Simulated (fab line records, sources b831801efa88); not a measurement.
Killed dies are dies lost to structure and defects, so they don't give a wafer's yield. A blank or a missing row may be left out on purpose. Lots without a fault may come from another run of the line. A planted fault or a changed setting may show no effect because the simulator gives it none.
Problem report in the 8D (eight disciplines) form, filled by code | flow sky130 | the parts of the form that need people (team, actions taken, sign-off) are left out

1. THE PROBLEM
run_length_s at SKY_PAD_OPEN_STRIP_09 reads a mean of 1272 s on 6 wafers of 2 lots; wafers without a fault read 1230 s with a standard deviation of 3.8. That is +11 standard deviations from the usual mean.
The step: strips in post etch residue remover, time 1200 s.
First seen on wafer L304.1, day 50 20:15, on wet_bench-01. The record holds 36 wafers of 12 lots with a number at this step. Rule for "out", or "out of limits": more than 4 standard deviations from the usual mean. The other wafers with a number count as sound.

2. WHAT IT IS AND WHAT IT IS NOT
question                    | is                     | is not
which readings at this step | run_length_s           | -
which lots                  | L304, L305             | L283, L284, L286, L287, L290, L291, L292, L293, L294, L295
which wafers of those lots  | all that have a number | -
read on which tools         | wet_bench-01           | wet_bench-02, wet_bench-04
when                        | from day 50 20:15      | up to then (30 sound wafers)

3. SUSPECTS, AND WHAT RULES EACH OUT
Counting: a tool at a process step up to the reading stays a suspect if it ran every lot that is out and no sound lot after the first of them.
- pvd_sputter-03 at SKY_METAL5_SPUTTER_01 (material TiN, target thk 20 nm, time 16.7 s): kept. It ran every lot that is out, first L304 (day 48 16:04), and no sound lot after that; its last sound lot up to then is L295 (day 47 04:05).
- wet_bench-01 at SKY_PAD_OPEN_STRIP_09 (strips in post etch residue remover, time 1200 s): kept. It ran every lot that is out, first L304 (day 50 20:15), and no sound lot after that; its last sound lot up to then is L295 (day 49 08:59). Its own readings are out on those wafers: run_length_s.
Left after counting: pvd_sputter-03 at SKY_METAL5_SPUTTER_01, wet_bench-01 at SKY_PAD_OPEN_STRIP_09.

4. THE CAUSE (what the simulator had put in)
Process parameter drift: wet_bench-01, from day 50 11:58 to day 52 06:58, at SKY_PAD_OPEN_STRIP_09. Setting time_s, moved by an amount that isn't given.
Counting left 2 suspects, and this tool is among them.

5. THE CHAIN OF EFFECTS, in route order
Each row: a reading whose mean over the struck wafers that have a number lies more than 3 standard deviations from the usual. Only readings for which the record gives a usual standard deviation are gone through. hours: the time from each lot's start at the first step in this table that gives one to its start at this step, as a median over the lots. sigmas: the change in usual standard deviations.
hours | step                  | reading      | usual  | on struck wafers | change | sigmas
0     | SKY_PAD_OPEN_STRIP_09 | run_length_s | 1230 s | 1272             | +42    | +11
The process steps in it:
- SKY_PAD_OPEN_STRIP_09: strips in post etch residue remover, time 1200 s.

6. WHAT WOULD HAVE CAUGHT IT SOONER
In this record the first reading out of limits was taken at day 50 20:15, 8 hours after the fault began at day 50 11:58.
